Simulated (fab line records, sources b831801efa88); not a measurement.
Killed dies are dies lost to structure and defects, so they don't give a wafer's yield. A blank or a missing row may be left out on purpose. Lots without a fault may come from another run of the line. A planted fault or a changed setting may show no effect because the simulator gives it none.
fab line records | flow sfq_line
record lots=6 wafers=18 last_day=85
route steps=325 shown M6@255 I6@266
lots that met no fault: from a run of the same line without faults
start_h: hours from the record's first day to the start of the lot's first wafer shown | wait_h: hours since the lot's step before | " the same as in the row above | L1.1+2: a row that stands for several wafers | - no value, or no start given | * or withheld: withheld | < > ~ a bound
route shown NAME@n: a module of which the file shows steps, and the number in the route of the first | usual: mean/standard deviation of fault-free wafers | same: alike in all rows | chamber/n: place in a boat | sites: the reading at each site | _std_site: their standard deviation | _edge_site: outer sites' mean less inner sites' | radius_mm: how far each site lies from the wafer's centre | mask NAME#n: copy n | behind: the tool/chamber that last shaped the wafer | hold: why the lot was held/for how many hours/how that ended | device: the transistor (n, p or np) that didn't switch | end of line: the same wafers' tests at the end of the route | a step without rows: its recipe alone | killed: dies lost to structure and defects at the first sort, not the wafer's yield | map: a wafer's dies, x killed, . not, _ none there
set.NAME: the setting as run; set.NAME@STEP: as run at that earlier step | model.NAME: the simulator's own value behind a step, which no gauge read
lots at some steps of the route; a table a step, a row a wafer
services: from which hour (start_h, from the record's first day; less than 0 if before it) a tool's chamber was out of use, for how many hours, and why
## steps
# step SFQ_TRILAYER_M6_LITHO_COAT_164
# recipe resist=BARC spin_rpm=3000 resist_thk_nm=62
# step SFQ_TRILAYER_M6_LITHO_COAT_159
# recipe resist=KrF spin_rpm=3000 resist_thk_nm=603.2
# step SFQ_TRILAYER_M6_LITHO_SOFTBAKE_163
# recipe temp_c=withheld time_s=withheld resist=KrF
# step SFQ_TRILAYER_M6_LITHO_EXPOSE_160
# recipe mask_id=M6 na=0.6 source_shape=conventional sigma_outer=0.65 target_cd_nm=500 dose_mj=14.4
# step SFQ_TRILAYER_M6_LITHO_PEB_162
# recipe peb_temp_c=115 peb_time_s=60 resist=KrF
# step SFQ_TRILAYER_M6_LITHO_DEVELOP_161
# recipe time_s=60 resist=KrF
# step SFQ_M6_OVL_MEAS_940
# usual M6_OVL=6/4.7
# columns lot.wafer tool chamber start_h wait_h M6_OVL[nm]
L131.1 overlay-02 - 1623.37 0.1 11
L131.2 " - " " 10
L131.4 " - " " 12
L132.1 overlay-02 - 1624.69 0.1 2
L132.2 " - " " 0
L132.4 " - " " 2
L140.2 overlay-02 - 1802.46 0.1 8
L140.4 " - " " 8
L140.5 " - " " 4
L143.1 overlay-02 - 1809.65 0.1 10
L143.3 " - " " 10
L143.6 " - " " 9
L144.1 overlay-02 - 1811.64 0.1 11
L144.4 " - " " 12
L144.5 " - " " 14
L148.1 overlay-02 - 1836.03 0.1 3
L148.3 " - " " -1
L148.4 " - " " 2
# step SFQ_TRILAYER_M6_BARC_OPEN_METAL_ETCH_206
# recipe mask_material=PR chemistry=O2 target_depth_nm=125 target=BARC icp_w=600 bias_w=80 pressure_mtorr=10 time_s=41.7
# usual drypump_motor_current_A=5.8/0.62 oes_product_au=0.685/0.0044
# columns lot.wafer tool chamber start_h wait_h drypump_motor_current_A oes_product_au rf_hours_counter_h
L131.1 rie_metal-04 1 1623.40 0.0 5.8 0.690 82
L131.2 " 0 " " 4.8 0.691 94
L131.4 " 1 " " 5.8 0.690 -
L132.1 rie_metal-02 1 1624.73 0.0 5.2 0.672 81
L132.2 " 0 " " 6.1 0.687 108
L132.4 " 0 " " 6.1 0.687 -
L140.2 rie_metal-03 0 1802.49 0.0 6.6 0.680 36
L140.4 " 1 " " 6.1 0.684 -
L140.5 " 0 " " 6.6 0.678 -
L143.1 rie_metal-03 1 1809.69 0.0 6.1 0.682 49
L143.3 " 0 " " 6.6 0.681 -
L143.6 " 1 " " 6.1 0.689 -
L144.1 rie_metal-04 1 1811.68 0.0 5.8 0.683 102
L144.4 " 0 " " 4.8 0.684 -
L144.5 " 0 " " 4.8 0.685 -
L148.1 rie_metal-03 0 1836.07 0.0 6.6 0.689 42
L148.3 " 0 " " 6.6 0.685 -
L148.4 " 1 " " 6.1 0.679 -
# step SFQ_TRILAYER_M6_ETCH_METAL_ETCH_162
# recipe target=Nb stop_on=SiO2 mask_material=PR chemistry=Cl2/Ar target_depth_nm=240 icp_w=600 bias_w=80 pressure_mtorr=10 time_s=120
# usual drypump_motor_current_A=5.8/0.63 oes_product_au=0.894/0.0065
# columns lot.wafer tool chamber start_h wait_h drypump_motor_current_A oes_product_au rf_hours_counter_h
L131.1 rie_metal-04 1 1623.46 0.0 5.8 0.881 82
L131.2 " 0 " " 4.8 0.888 94
L131.4 " 1 " " 5.8 0.884 -
L132.1 rie_metal-02 1 1624.79 0.0 5.2 0.892 81
L132.2 " 0 " " 6.1 0.895 108
L132.4 " 0 " " 6.1 0.890 -
L140.2 rie_metal-03 0 1802.55 0.0 6.6 0.892 36
L140.4 " 1 " " 6.1 0.890 -
L140.5 " 0 " " 6.6 0.889 -
L143.1 rie_metal-03 1 1809.75 0.0 6.1 0.896 49
L143.3 " 0 " " 6.6 0.898 -
L143.6 " 1 " " 6.1 0.899 -
L144.1 rie_metal-04 1 1811.74 0.0 5.8 0.889 102
L144.4 " 0 " " 4.8 0.893 -
L144.5 " 0 " " 4.8 0.892 -
L148.1 rie_metal-03 0 1836.13 0.0 6.7 0.892 42
L148.3 " 0 " " 6.7 0.884 -
L148.4 " 1 " " 6.1 0.887 -
# step SFQ_TRILAYER_M6_STRIP_STRIP_163
# recipe gas=O2 power_w=200 platen_temp_c=40 overash_fraction=0.65 chemistry=O2 pressure_mtorr=50
# usual drypump_motor_current_A=5.8/0.63 oes_product_au=1.000/0.008
# columns lot.wafer tool chamber start_h wait_h drypump_motor_current_A oes_product_au rf_hours_counter_h
L131.1 rie_metal-04 1 1623.59 0.1 5.8 0.986 82
L131.2 " 0 " " 4.8 1.012 95
L131.4 " 1 " " 5.8 1.006 -
L132.1 rie_metal-02 1 1624.91 0.1 5.2 0.992 81
L132.2 " 0 " " 6.1 1.001 108
L132.4 " 0 " " 6.1 1.002 -
L140.2 rie_metal-03 0 1802.67 0.1 6.7 0.996 36
L140.4 " 1 " " 6.1 0.984 -
L140.5 " 0 " " 6.6 1.008 -
L143.1 rie_metal-03 1 1809.87 0.1 6.1 1.000 49
L143.3 " 0 " " 6.6 0.984 -
L143.6 " 1 " " 6.1 1.002 -
L144.1 rie_metal-04 1 1811.86 0.1 5.8 0.998 102
L144.4 " 0 " " 4.8 1.013 -
L144.5 " 0 " " 4.8 1.023 -
L148.1 rie_metal-03 0 1836.25 0.1 6.7 0.990 42
L148.3 " 0 " " 6.6 1.009 -
L148.4 " 1 " " 6.1 0.999 -
# step SFQ_TRILAYER_M6_STRIP_SOLV_CLEAN_164
# recipe chemistry=NMP temp_c=70 time_s=600
# step SFQ_TRILAYER_I6_DEP_PECVD_165
# recipe material=SiO2 temp_c=150 time_s=111.11 pressure_torr=2.4 rf_w=183.3 precursor=SiH4/N2O target_thk_nm=500
# usual heater_power_w=81/13 run_length_s=139.0/0.52 throttle_valve_pct=25.6/1.5
# columns lot.wafer tool chamber start_h wait_h heater_power_w run_length_s since_wet_clean_h throttle_valve_pct model.SiO2_of_TRILAYER_I6_DEP_PECVD_165.thk_nm
L131.1 pecvd-04 2 1624.36 0.0 79 139.8 1047 26.1 496.1
L131.2 " 0 " " 56 138.9 1047 28.4 495
L131.4 " 0 " " 59 139.2 - 28.8 496.9
L132.1 pecvd-02 0 1625.69 0.0 80 139.3 678 25.2 495.7
L132.2 " 1 " " 74 139.1 678 23.7 491.8
L132.4 " 1 " " 78 139.2 - 23.9 494.6
L140.2 pecvd-03 1 1803.45 0.0 76 150.2 473 24.5 549.1
L140.4 " 0 " " 100 137.5 - 23.1 513.6
L140.5 " 0 " " 101 138.4 - 23.1 510.4
L143.1 pecvd-03 0 1810.65 0.0 97 137.7 480 23.3 502.7
L143.3 " 0 " " 101 137.5 - 23.3 508.5
L143.6 " 1 " " 63 150.9 - 24.7 553.5
L144.1 pecvd-02 2 1812.64 0.0 92 138.6 865 27.0 493
L144.4 " 0 " " 83 139.6 - 26.1 502.1
L144.5 " 1 " " 85 138.9 - 24.2 502.3
L148.1 pecvd-02 2 1837.03 0.0 97 138.3 890 27.1 498.4
L148.3 " 0 " " 80 139.3 890 25.9 491.5
L148.4 " 2 " " 99 138.9 - 27.0 500.2
# step SFQ_TRILAYER_I6_CMP_CMP_166
# recipe material=SiO2 down_force_psi=3 platen_rpm=60 pad_velocity_m_s=0.94248
# usual motor_current_A=10.3/1.2 time_to_endpoint_s=214/6.2
# columns lot.wafer tool chamber start_h wait_h motor_current_A time_to_endpoint_s
L131.1 cmp-01 3 1625.82 1.4 11.0 209
L131.4 " 0 " " 10.3 213
L131.2 " 2 1627.32 2.9 8.0 215
L132.1 cmp-02 0 1627.24 1.5 9.8 211
L132.4 " 1 " " 11.2 212
L132.2 " 3 1628.74 3.0 12.6 206
L140.4 cmp-02 1 1803.57 0.0 11.5 222
L140.2 " 0 1805.07 1.6 9.9 246
L140.5 " 1 " " 11.4 222
L143.3 cmp-02 0 1812.33 1.6 10.0 220
L143.1 " 1 " " 10.7 216
L143.6 " 3 1813.83 3.1 11.7 254
L144.1 cmp-01 1 1813.28 0.6 10.1 211
L144.4 " 0 1814.78 2.1 11.0 217
L144.5 " 1 " " 10.2 216
L148.1 cmp-01 3 1837.49 0.4 10.4 212
L148.4 " 0 " " 10.6 211
L148.3 " 1 " " 9.9 210
# step SFQ_I6_BOW_MEAS_941
# recipe mode=bow
# usual I6_BOW=4/11
# columns lot.wafer tool chamber start_h wait_h I6_BOW[um]
L131.1 film_metro-01 - 1628.82 2.5 5
L131.2 " - " " -13
L131.4 " - " " 2
L132.1 film_metro-03 - 1630.24 2.5 -28
L132.2 " - " " -22
L132.4 " - " " -15
L140.2 film_metro-03 - 1806.59 1.0 -5
L140.4 " - " " 3
L140.5 " - " " 0
L143.1 film_metro-03 - 1814.33 1.0 13
L143.3 " - " " 14
L143.6 " - " " 20
L144.1 film_metro-02 - 1816.28 2.5 2
L144.4 " - " " 5
L144.5 " - " " 16
L148.1 film_metro-02 - 1840.49 2.5 -6
L148.3 " - " " 3
L148.4 " - " " 12
## services
# columns tool chamber start_h hours kind
cmp-02 - 1602.24 4.0 pm
cmp-02 - 1606.24 - consumable_replace:conditioner
cmp-02 - 1606.24 - consumable_replace:pad
rie_metal-04 - 1641.42 5.4 repair
cmp-01 - 1659.90 3.5 repair
pecvd-02 - 1661.37 1.0 repair
pecvd-02 1 1661.63 8.1 repair
cmp-02 - 1666.66 0.2 repair
pecvd-03 - 1674.51 14.6 pm
cmp-01 - 1677.21 15.1 pm
rie_metal-02 0 1690.97 1.3 repair
pecvd-04 - 1721.53 4.3 pm
pecvd-04 - 1727.85 0.3 repair
cmp-01 - 1760.69 3.2 repair
cmp-01 - 1770.06 4.0 pm
cmp-01 - 1774.06 - consumable_replace:conditioner
cmp-01 - 1774.06 - consumable_replace:pad
cmp-01 - 1779.75 0.5 repair
pecvd-02 2 1786.11 4.8 repair
rie_metal-03 - 1791.84 0.7 repair
pecvd-03 2 1801.99 18.1 repair
pecvd-04 - 1809.69 6.0 pm
cmp-02 - 1820.23 4.1 repair
## key
first_sign step=SFQ_TRILAYER_I6_DEP_PECVD_165 reading=run_length_s direction=up sigmas=22 usual=* struck=*
effect step=SFQ_TRILAYER_I6_CMP_CMP_166 reading=time_to_endpoint_s direction=up sigmas=5.9 usual=* struck=*
model_effect step=SFQ_TRILAYER_I6_DEP_PECVD_165 value=SiO2_of_TRILAYER_I6_DEP_PECVD_165.thk_nm without=500.7 struck=551.3
met_at SFQ_TRILAYER_I6_DEP_PECVD_165
struck_wafers L140.2,L143.6
fault kind=process_parameter_drift tool=pecvd-03 chamber=1 onset_h=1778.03 steps=SFQ_TRILAYER_I6_DEP_PECVD_165 channel=time_s offset=* shape=step end_h=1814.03 acts_in=* stated=*
